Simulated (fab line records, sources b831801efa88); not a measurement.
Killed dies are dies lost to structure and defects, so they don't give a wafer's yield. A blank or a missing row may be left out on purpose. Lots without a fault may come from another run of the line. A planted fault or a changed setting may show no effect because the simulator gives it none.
Split-lot experiment | flow sfq_line | 5 lots, 16 wafers read, on a route of 325 steps

THE SPLIT
At SFQ_TRILAYER_M5_LITHO_COAT_128 (resist thk 62 nm), the setting resist_thk_nm was moved away from the recipe's 62 nm on 8 of the 16 wafers read, by -5.4% to +6.0%. The other wafers ran this setting at the recipe's value.

FROM THE SPLIT TO THE READING: what the file shows between them, 3 steps
- SFQ_TRILAYER_M5_LITHO_COAT_123: resist thk 600 nm
- SFQ_TRILAYER_M5_LITHO_SOFTBAKE_127
- SFQ_TRILAYER_M5_LITHO_DEVELOP_125: time 60 s

THE READING
etch.depth_nm (the simulator's own value, which no gauge read), in nm, at SFQ_TRILAYER_M5_BARC_OPEN_METAL_ETCH_161 (etches BARC in O2, target depth 125 nm, time 41.7 s). The file gives no usual value for it. The 8 wafers here that ran the recipe average 62.22 nm, standard deviation 0.27 nm.

wafer  | tool, chamber at the split | resist_thk_nm as run, nm | against the recipe | etch.depth_nm, nm | against lot-mates on the recipe
L075.1 | litho_track-03, 0          | 64.83                    | +4.6%              | 64.89             | +2.76
L075.3 | litho_track-03, 0          | 64.83                    | +4.6%              | 64.91             | +2.78
L075.4 | litho_track-03, 0          | 62                       | recipe             | 62.13             | -
L077.2 | litho_track-01, 0          | 65.69                    | +6.0%              | 65.81             | +3.76
L077.3 | litho_track-01, 0          | 62                       | recipe             | 62.05             | -
L077.4 | litho_track-01, 0          | 65.69                    | +6.0%              | 65.77             | +3.72
L078.1 | litho_track-01, 0          | 58.66                    | -5.4%              | 58.64             | -3.27
L078.3 | litho_track-01, 0          | 58.66                    | -5.4%              | 58.5              | -3.41
L078.4 | litho_track-01, 0          | 62                       | recipe             | 61.88             | -
L078.5 | litho_track-01, 0          | 62                       | recipe             | 61.94             | -
L078.6 | litho_track-01, 0          | 58.66                    | -5.4%              | 58.61             | -3.30
L079.4 | litho_track-01, 0          | 62.99                    | +1.6%              | 63.08             | +0.98
L079.5 | litho_track-01, 0          | 62                       | recipe             | 62.1              | -
L082.1 | litho_track-01, 0          | 62                       | recipe             | 62.54             | -
L082.2 | litho_track-01, 0          | 62                       | recipe             | 62.54             | -
L082.4 | litho_track-01, 0          | 62                       | recipe             | 62.6              | -

THE FIT
A straight line over all 16 wafers: etch.depth_nm changes by +0.632 nm for each +1% of resist_thk_nm; r = +1.00; the points scatter about the line by 0.24 nm.
The same after taking each lot's own level away (the mean of its wafers on the recipe; 16 wafers): +0.619 nm for each +1%; r = +1.00; scatter 0.045 nm.
On that fit, the largest move of resist_thk_nm shifts the reading by 3.7 nm.
The lots' own levels span 61.910 to 62.560 nm, that is 2.4 times the standard deviation above.
So the lot-to-lot level changes the slope little: the two slopes agree.
Check: with one of the wafers moved furthest among these (+6.0%) left out of the fit, the line predicts +3.66 nm for it against its lot-mates. It came out at +3.76 nm against them.

OTHER SPLITS ON THESE WAFERS
These wafers also went through other splits before the reading. Each is held against what the fit with the lots' levels taken away leaves over:
other split on the same wafers                   | wafers away from the commonest value | r with etch.depth_nm (lot level and that fit taken away)
SFQ_TRILAYER_I2_CMP_CMP_064 leave_above_ref_nm   | 6                                    | -0.25
SFQ_TRILAYER_I2_VIA_LITHO_COAT_067 resist_thk_nm | 5                                    | +0.69
SFQ_TRILAYER_I2_VIA_LITHO_EXPOSE_068 dose_mj     | 6                                    | +0.26
SFQ_TRILAYER_M3_LITHO_COAT_080 spin_rpm          | 3                                    | +0.08
SFQ_TRILAYER_M3_BARC_OPEN_METAL_ETCH_100 time_s  | 2                                    | +0.15
SFQ_TRILAYER_M4_LITHO_COAT_093 spin_rpm          | 6                                    | +0.40
SFQ_TRILAYER_I4_CMP_CMP_100 down_force_psi       | 9                                    | +0.37
SFQ_TRILAYER_I4_VIA_LITHO_PEB_106 peb_time_s     | 3                                    | +0.29
SFQ_TRILAYER_JJ_TRILAYER_DEP_SPUTTER_110 power_w | 6                                    | +0.03

THE WHOLE CHAIN: every reading that the file lists as answering this split, in the file's order
step                                     | what it does                                        | reading                                                                                    | change (the file's fit)               | r (the file's)
SFQ_TRILAYER_M5_LITHO_COAT_128           | resist thk 62 nm                                    | BARC_of_TRILAYER_M5_LITHO_COAT_128.thk_nm (the simulator's own value, which no gauge read) | +0.632 nm for each +1% of the setting | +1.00
SFQ_TRILAYER_M5_BARC_OPEN_METAL_ETCH_161 | etches BARC in O2, target depth 125 nm, time 41.7 s | etch.depth_nm (the simulator's own value, which no gauge read)                             | +0.619 nm for each +1% of the setting | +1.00

THE FILE'S OWN FIT
etch.depth_nm changes by +0.619 nm for each +1% of resist_thk_nm, r = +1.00.
